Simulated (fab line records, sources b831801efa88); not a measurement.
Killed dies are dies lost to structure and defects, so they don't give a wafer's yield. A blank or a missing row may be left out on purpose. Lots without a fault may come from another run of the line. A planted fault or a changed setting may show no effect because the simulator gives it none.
One fault seen from 2 desks | flow sfq_line | each desk has only its own numbers; what lay behind them comes last

THE METROLOGY DESK
What the gauges read, lot by lot, whatever tool the lot ran on: means of the sampled wafers that have a number. A lot is out of limits, marked OUT, if its mean lies more than 4 standard deviations from the usual mean; the brackets give that distance.
Columns: A = I2_OVL at SFQ_I2_OVL_MEAS_918, usual 2 nm; B = M3_OVL at SFQ_M3_OVL_MEAS_921, usual -3 nm
lot  | first seen here | A  | B
L804 | day 39 09:33    | 7  | -3
L805 | day 39 11:57    | -4 | 2
L806 | day 39 15:33    | 1  | -3
L808 | day 40 19:10    | 6  | 7
L816 | day 44 02:44    | 1  | -7
L817 | day 44 15:56    | 10 | -2
L818 | day 45 00:19    | 5  | -7
L819 | day 45 07:31    | 7  | -6
L820 | day 45 08:51    | 1  | -3
L821 | day 45 10:04    | -2 | -2
L822 | day 45 11:15    | 4  | -6
L823 | day 51 20:07    | -2 | -2
L825 | day 52 11:42    | -6 | -6
L826 | day 53 04:55    | -4 | -10
This desk's finding: nothing out of limits on any of the 14 lots.

THE TOOL OWNER'S DESK: rie_metal-01
The tool's own readings at SFQ_TRILAYER_M1_BARC_OPEN_METAL_ETCH_054 (etches BARC in O2, target depth 125 nm, time 41.7 s): means of the sampled wafers that have a number, for each lot that ran on this tool. A lot is out of limits, marked OUT, if its mean lies more than 4 standard deviations from the usual mean; the brackets give that distance.
Columns: A = drypump_motor_current_A at SFQ_TRILAYER_M1_BARC_OPEN_METAL_ETCH_054, usual 5.6 A; B = he_backside_leak_sccm at SFQ_TRILAYER_M1_BARC_OPEN_METAL_ETCH_054, usual 3.29 sccm; C = oes_product_au at SFQ_TRILAYER_M1_BARC_OPEN_METAL_ETCH_054, usual 0.685 a.u.; D = run_length_s at SFQ_TRILAYER_M1_BARC_OPEN_METAL_ETCH_054, usual 70.5 s
lot  | first seen here | A   | B    | C               | D
L804 | day 18 20:28    | 5.5 | 3.20 | 0.686           | 70.6
L805 | day 19 02:28    | 5.5 | 3.36 | 0.684           | 70.7
L806 | day 19 06:04    | 5.5 | 3.27 | 0.738 (+11) OUT | 67.7
L808 | day 20 21:49    | 5.8 | 3.12 | 0.738 (+11) OUT | 67.5 (-4.3) OUT
L819 | day 25 06:52    | 5.5 | 3.15 | 0.686           | 70.8
L820 | day 25 12:52    | 5.5 | 3.25 | 0.689           | 70.4
L825 | day 33 16:19    | 5.8 | 3.26 | 0.689           | 70.8
L826 | day 34 12:50    | 5.8 | 3.25 | 0.684           | 70.6
This desk's finding: out of limits on L806, L808; first on L806, day 19 06:04 (oes_product_au at SFQ_TRILAYER_M1_BARC_OPEN_METAL_ETCH_054). In limits: L804, L805, L819, L820, L825, L826.

PUT TOGETHER
The tool owner's desk could have raised an alarm at day 19 06:04, on L806, L808.
The metrology desk saw nothing out of limits.
The metrology desk has L806, L808 on record, within its limits.
Of the lots named, all ran SFQ_TRILAYER_M1_BARC_OPEN_METAL_ETCH_054 on rie_metal-01.

WHAT THE SIMULATOR HAD PUT IN
Process parameter drift: rie_metal-01, from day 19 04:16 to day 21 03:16, at SFQ_TRILAYER_M1_BARC_OPEN_METAL_ETCH_054. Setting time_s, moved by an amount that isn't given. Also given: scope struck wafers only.
Lots struck among those shown: L806, L808.
Hours from the fault's start to each desk's first reading out of limits: the tool owner's desk, 2.
